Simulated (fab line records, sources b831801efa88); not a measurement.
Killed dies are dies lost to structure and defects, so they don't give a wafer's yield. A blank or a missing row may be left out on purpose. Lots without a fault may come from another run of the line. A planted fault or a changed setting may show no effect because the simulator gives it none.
fab line records | flow sky130
record lots=6 wafers=18 last_day=49
route steps=708 shown POLY_GATE@229 LDD_N@237
lots that met no fault: from a run of the same line without faults
start_h: hours from the record's first day to the start of the lot's first wafer shown | wait_h: hours since the lot's step before | " the same as in the row above | L1.1+2: a row that stands for several wafers | - no value, or no start given | * or withheld: withheld | < > ~ a bound
route shown NAME@n: a module of which the file shows steps, and the number in the route of the first | usual: mean/standard deviation of fault-free wafers | same: alike in all rows | chamber/n: place in a boat | sites: the reading at each site | _std_site: their standard deviation | _edge_site: outer sites' mean less inner sites' | radius_mm: how far each site lies from the wafer's centre | mask NAME#n: copy n | behind: the tool/chamber that last shaped the wafer | hold: why the lot was held/for how many hours/how that ended | device: the transistor (n, p or np) that didn't switch | end of line: the same wafers' tests at the end of the route | a step without rows: its recipe alone | killed: dies lost to structure and defects at the first sort, not the wafer's yield | map: a wafer's dies, x killed, . not, _ none there
set.NAME: the setting as run; set.NAME@STEP: as run at that earlier step | model.NAME: the simulator's own value behind a step, which no gauge read
lots at some steps of the route; a table a step, a row a wafer
services: from which hour (start_h, from the record's first day; less than 0 if before it) a tool's chamber was out of use, for how many hours, and why
## steps
# step SKY_POLY_GATE_ETCH_15
# recipe chemistry=N2/H2 target=BARC ion_energy_ev=200 source_w=500 bias_w=100 pressure_mtorr=30 n2_flow_sccm=100 h2_flow_sccm=200 stop_on=SiO2 time_s=118.5 target_depth_a=1100
# usual bias_w=100.0/0.3 drypump_motor_current_A=5.8/0.36 oes_product_au=0.717/0.0045 throttle_valve_pct=13.215/0.01
# columns lot.wafer tool chamber start_h wait_h bias_w drypump_motor_current_A oes_product_au rf_hours_counter_h throttle_valve_pct
L737.4 rie_diel-01 1 370.58 0.0 99.7 5.5 0.722 35 13.207
L737.5 " 0 " " 99.8 6.0 0.717 - 13.217
L737.6 " 3 " " 99.9 6.0 0.717 - 13.202
L745.1 rie_diel-01 0 449.52 0.0 100.3 6.0 0.709 20 13.207
L745.4 " 1 " " 100.0 5.5 0.715 37 13.192
L745.5 " 1 " " 100.5 5.5 0.723 - 13.208
L746.2 rie_diel-01 1 456.53 0.0 99.9 5.5 0.709 37 13.222
L746.3 " 0 " " 100.1 6.0 0.717 20 13.209
L746.6 " 2 " " 99.8 5.6 0.717 - 13.209
L754.1 rie_diel-02 1 526.61 0.0 99.8 6.3 0.713 9 13.210
L754.3 " 3 " " 100.3 5.5 0.720 4 13.218
L754.6 " 3 " " 99.7 5.5 0.718 - 13.218
L756.1 rie_diel-02 0 536.72 0.0 100.0 5.1 0.717 5 13.208
L756.4 " 3 " " 100.2 5.5 0.721 - 13.202
L756.6 " 2 " " 99.9 6.5 0.720 - 13.223
L757.3 rie_diel-01 0 546.16 0.0 100.0 6.0 0.717 22 13.201
L757.4 " 0 " " 100.3 6.0 0.719 - 13.203
L757.5 " 3 " " 99.7 6.0 0.711 - 13.217
# step SKY_POLY_GATE_ETCH_16
# recipe stop_on=poly-Si chemistry=CH3F/O2 target=Si3N4 source_w=400 bias_w=80 pressure_mtorr=25 ch3f_flow_sccm=40 O2_flow_sccm=30 time_s=147.5 target_depth_a=750
# usual bias_w=79.99/0.25 drypump_motor_current_A=5.8/0.36 oes_product_au=0.642/0.0046 throttle_valve_pct=10.535/0.0086
# columns lot.wafer tool chamber start_h wait_h bias_w drypump_motor_current_A oes_product_au rf_hours_counter_h throttle_valve_pct
L737.4 rie_diel-01 1 370.66 0.0 79.87 5.5 0.643 35 10.529
L737.5 " 0 " " 80.29 5.9 0.650 - 10.544
L737.6 " 3 " " 80.19 6.0 0.640 - 10.527
L745.1 rie_diel-01 0 449.60 0.0 80.16 5.9 0.646 20 10.525
L745.4 " 1 " " 80.05 5.5 0.639 37 10.525
L745.5 " 1 " " 80.39 5.5 0.642 - 10.535
L746.2 rie_diel-01 1 456.61 0.0 80.10 5.5 0.640 37 10.546
L746.3 " 0 " " 79.93 5.9 0.643 20 10.535
L746.6 " 2 " " 79.85 5.6 0.645 - 10.533
L754.1 rie_diel-02 1 526.69 0.0 79.77 6.3 0.651 9 10.530
L754.3 " 3 " " 79.88 5.4 0.648 4 10.529
L754.6 " 3 " " 79.81 5.4 0.650 - 10.548
L756.1 rie_diel-02 0 536.80 0.0 79.92 5.1 0.645 5 10.520
L756.4 " 3 " " 80.17 5.5 0.639 - 10.518
L756.6 " 2 " " 79.90 6.4 0.633 - 10.529
L757.3 rie_diel-01 0 546.24 0.0 80.03 6.0 0.640 22 10.536
L757.4 " 0 " " 80.26 5.9 0.648 - 10.545
L757.5 " 3 " " 79.82 6.0 0.641 - 10.539
# step SKY_POLY_GATE_ETCH_17
# recipe target_depth_nm=180 stop_on=SiO2 over_etch_frac=0.56667 chemistry=HBr/Cl2 target=poly-Si icp_w=400 bias_w=100 pressure_mtorr=10 HBr_flow_sccm=150 Cl2_flow_sccm=50 time_s=70.5
# usual bias_w=100.0/0.3 drypump_motor_current_A=5.9/0.55 he_backside_leak_sccm=2.69/0.19 oes_product_au=0.986/0.0084 throttle_valve_pct=33.684/0.0093
# columns lot.wafer tool chamber start_h wait_h bias_w drypump_motor_current_A he_backside_leak_sccm oes_product_au rf_hours_counter_h throttle_valve_pct
L737.4 rie_si-01 3 370.76 0.0 100.1 5.8 2.82 0.984 49 33.678
L737.5 " 0 " " 99.9 6.6 2.72 0.998 - 33.677
L737.6 " 3 " " 100.2 5.8 2.66 0.978 - 33.685
L745.1 rie_si-02 2 449.70 0.0 100.3 5.8 2.84 0.995 0 33.682
L745.4 " 0 " " 100.4 5.8 2.42 0.999 3 33.673
L745.5 " 0 " " 100.2 5.8 2.57 0.994 - 33.689
L746.2 rie_si-01 0 456.71 0.0 100.2 6.6 2.75 0.983 5 33.679
L746.3 " 2 " " 100.5 6.2 2.62 0.986 5 33.684
L746.6 " 0 " " 99.9 6.6 2.68 0.987 - 33.704
L754.1 rie_si-01 0 526.79 0.0 99.9 6.6 2.67 0.995 5 33.682
L754.3 " 2 " " 99.6 6.2 2.59 0.982 5 33.685
L754.6 " 1 " " 99.9 4.8 2.39 0.997 - 33.695
L756.1 rie_si-01 1 536.90 0.0 100.1 4.8 2.38 0.986 4 33.673
L756.4 " 1 " " 100.1 4.8 2.35 0.988 - 33.674
L756.6 " 2 " " 99.9 6.2 2.78 0.987 - 33.678
L757.3 rie_si-02 2 546.34 0.0 99.6 5.8 2.86 0.981 0 33.676
L757.4 " 1 " " 100.0 6.5 2.92 0.993 7 33.680
L757.5 " 2 " " 99.9 5.8 2.83 0.990 - 33.669
# step SKY_POLY_GATE_STRIP_18
# recipe chemistry=O2/N2 power_w=1400 pressure_mtorr=1500 platen_temp_c=withheld o2_flow_sccm=3000 n2_flow_sccm=300 overash_fraction=0.5
# usual drypump_motor_current_A=5.5/0.44 oes_product_au=0.360/0.0046 strip_time_to_endpoint_s=3.16/0.035
# columns lot.wafer tool chamber start_h wait_h drypump_motor_current_A oes_product_au rf_hours_counter_h strip_time_to_endpoint_s
L737.4 plasma_asher-03 1 370.85 0.1 5.2 0.362 - 3.19
L737.5 " 0 " " 5.6 0.357 - 3.15
L737.6 " 1 " " 5.2 0.358 - 3.23
L745.1 plasma_asher-04 1 449.76 0.0 5.6 0.358 60 3.07
L745.4 " 0 " " 5.0 0.358 - 3.13
L745.5 " 0 " " 5.0 0.364 - 3.12
L746.2 plasma_asher-04 0 456.76 0.0 5.0 0.359 60 3.13
L746.3 " 0 " " 5.0 0.357 - 3.13
L746.6 " 0 " " 5.1 0.354 - 3.15
L754.1 plasma_asher-01 1 526.85 0.0 6.5 0.363 39 3.21
L754.3 " 1 " " 6.5 0.357 - 3.17
L754.6 " 1 " " 6.5 0.365 - 3.16
L756.1 plasma_asher-04 0 536.96 0.0 5.1 0.358 68 3.11
L756.4 " 0 " " 5.1 0.363 - 3.13
L756.6 " 1 " " 5.7 0.360 - 3.22
L757.3 plasma_asher-03 1 546.43 0.1 5.2 0.351 - 3.13
L757.4 " 0 " " 5.6 0.366 - 3.11
L757.5 " 1 " " 5.1 0.359 - 3.15
# step SKY_POLY_GATE_CLEAN_19
# recipe chemistry=SC1/SC2 mix=1:4:20 temp_c=70 time_s=150 dry=n2_spin
# step SKY_POLY_GATE_OXIDATION_20
# recipe temp_c=850 ambient=O2 stabilise_s=600 purge_s=300 target_thk_a=40 ox_time_s=899
# step SKY_POLY_GATE_THK_MEAS_21
# recipe reads=SiO2_of_POLY_GATE_OXIDATION_20
# usual POLY_GATE_OXIDATION_THK=4.01/0.091
# columns lot.wafer tool chamber start_h wait_h POLY_GATE_OXIDATION_THK[nm]
L737.4 film_metro-01 - 374.21 0.0 3.95
L737.5 " - " " 3.98
L737.6 " - " " 3.98
L745.1 film_metro-04 - 451.33 0.0 4.10
L745.4 " - " " 4.08
L745.5 " - " " 4.03
L746.2 film_metro-01 - 458.27 0.0 4.03
L746.3 " - " " 4.00
L746.6 " - " " 4.04
L754.1 film_metro-01 - 528.25 0.0 4.08
L754.3 " - " " 4.03
L754.6 " - " " 4.07
L756.1 film_metro-01 - 538.87 0.0 4.11
L756.4 " - " " 4.03
L756.6 " - " " 4.02
L757.3 film_metro-04 - 547.82 0.0 4.02
L757.4 " - " " 4.05
L757.5 " - " " 4.11
# step SKY_POLY_GATE_CD_MEAS_22
# usual cd_nm=150.3/2.1
# columns lot.wafer tool chamber start_h wait_h cd_nm
L737.4 cd_sem-01 - 374.33 0.1 148.5
L737.5 " - " " 151.3
L737.6 " - " " 153.0
L745.1 cd_sem-01 - 451.39 0.1 149.5
L745.4 " - " " 151.1
L745.5 " - " " 149.9
L746.2 cd_sem-02 - 458.35 0.1 152.9
L746.3 " - " " 150.9
L746.6 " - " " 150.6
L754.1 cd_sem-02 - 528.31 0.1 152.1
L754.3 " - " " 148.9
L754.6 " - " " 149.8
L756.1 cd_sem-01 - 538.93 0.1 150.0
L756.4 " - " " 146.1
L756.6 " - " " 150.6
L757.3 cd_sem-01 - 547.91 0.1 150.1
L757.4 " - " " 146.4
L757.5 " - " " 156.9
# step SKY_LDD_N_DEHYDRATE_00
# recipe temp_c=200 time_s=60
# step SKY_LDD_N_HMDS_01
# recipe prime_time_s=60 prime_temp_c=120
# step SKY_LDD_N_COAT_02
# recipe resist=NOVOLAK spin_rpm=2967 resist_thk_nm=300
# step SKY_LDD_N_SOFTBAKE_03
# recipe temp_c=90 time_s=60 resist=NOVOLAK
# step SKY_LDD_N_EXPOSE_04
# recipe mask_id=NTM target_cd_nm=840 na=0.6 source_shape=conventional sigma_outer=0.6 dose_mj=110
# usual exposure_dose_mJ_cm2=109.99/0.1 focus_offset_nm=0.0/0.54 sigma_outer=0.6/0
# columns lot.wafer tool chamber start_h wait_h mask exposure_dose_mJ_cm2 focus_offset_nm sigma_outer
L737.4 iline_stepper-02 0 388.06 - NTM#0 109.98 0.5 0.6
L737.5 " 0 " " NTM#0 109.95 0.4 0.6
L737.6 " 0 " " NTM#0 110.00 -0.5 0.6
L745.1 iline_stepper-02 - 467.24 - NTM#0 - - -
L745.4 " - " " NTM#0 - - -
L745.5 " - " " NTM#0 - - -
L746.2 iline_stepper-02 - 473.49 - NTM#0 - - -
L746.3 " - " " NTM#0 - - -
L746.6 " - " " NTM#0 - - -
L754.1 iline_stepper-01 0 542.93 - NTM#0 109.91 -0.5 0.6
L754.3 " 0 " " NTM#0 109.86 -0.2 0.6
L754.6 " 0 " " NTM#0 109.88 0.2 0.6
L756.1 iline_stepper-01 0 553.67 - NTM#0 109.95 -0.4 0.6
L756.4 " 0 " " NTM#0 110.08 -0.5 0.6
L756.6 " 0 " " NTM#0 110.03 0.1 0.6
L757.3 iline_stepper-01 0 561.35 - NTM#0 109.88 0.6 0.6
L757.4 " 0 " " NTM#0 110.02 -0.5 0.6
L757.5 " 0 " " NTM#0 109.93 0.8 0.6
# step SKY_LDD_N_PEB_05
# recipe temp_c=withheld time_s=* resist=NOVOLAK
## services
# columns tool chamber start_h hours kind
rie_si-02 - 351.17 2.8 pm
rie_diel-02 3 351.61 5.4 repair
rie_si-01 1 356.85 11.6 repair
rie_diel-02 - 377.63 2.8 pm
rie_diel-02 3 381.80 28.2 repair
iline_stepper-01 - 403.78 7.9 repair
plasma_asher-03 - 421.25 9.0 pm
rie_diel-02 2 422.07 12.1 repair
rie_si-02 1 424.82 4.7 repair
rie_diel-02 1 435.36 3.9 repair
plasma_asher-03 - 438.06 2.0 repair
iline_stepper-01 - 447.93 1.7 pm
rie_diel-01 0 459.92 3.1 repair
iline_stepper-02 - 460.63 6.2 repair
iline_stepper-02 - 479.25 1.7 pm
rie_diel-01 - 497.04 0.1 repair
rie_diel-02 - 505.47 14.6 pm
iline_stepper-01 - 517.08 2.1 pm
iline_stepper-01 - 525.66 8.9 pm
iline_stepper-02 - 526.04 9.7 repair
rie_diel-02 1 534.46 19.1 repair
rie_diel-01 1 538.04 10.7 repair
rie_diel-02 0 553.19 2.7 repair
iline_stepper-02 - 557.69 2.1 pm
## key
first_sign step=SKY_LDD_N_EXPOSE_04 reading=tool_record direction=missing
effect none on later readings
met_at SKY_LDD_N_EXPOSE_04
struck_wafers L745.1,L745.4,L745.5,L746.2,L746.3,L746.6
sort_left_out L745.1,L745.4,L745.5,L746.2,L746.3,L746.6
tester_left_out L745,L746
onset_between 388.06 467.24
fault kind=skipped_step_whole tool=iline_stepper-02 chamber=- onset_h=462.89 steps=SKY_LDD_N_EXPOSE_04 scope=struck_lots_only
# tester_left_out: of these lots the tester's yield and bins aren't shown, on N5 and GAA mostly nor the transistor test; their killed dies are dies lost to structure and defects alone, not to doping, threshold or leakage, so they don't give the yield
# sort_left_out: the simulated sort isn't trusted on such a fault, so these wafers' sort isn't shown, and their yield isn't known
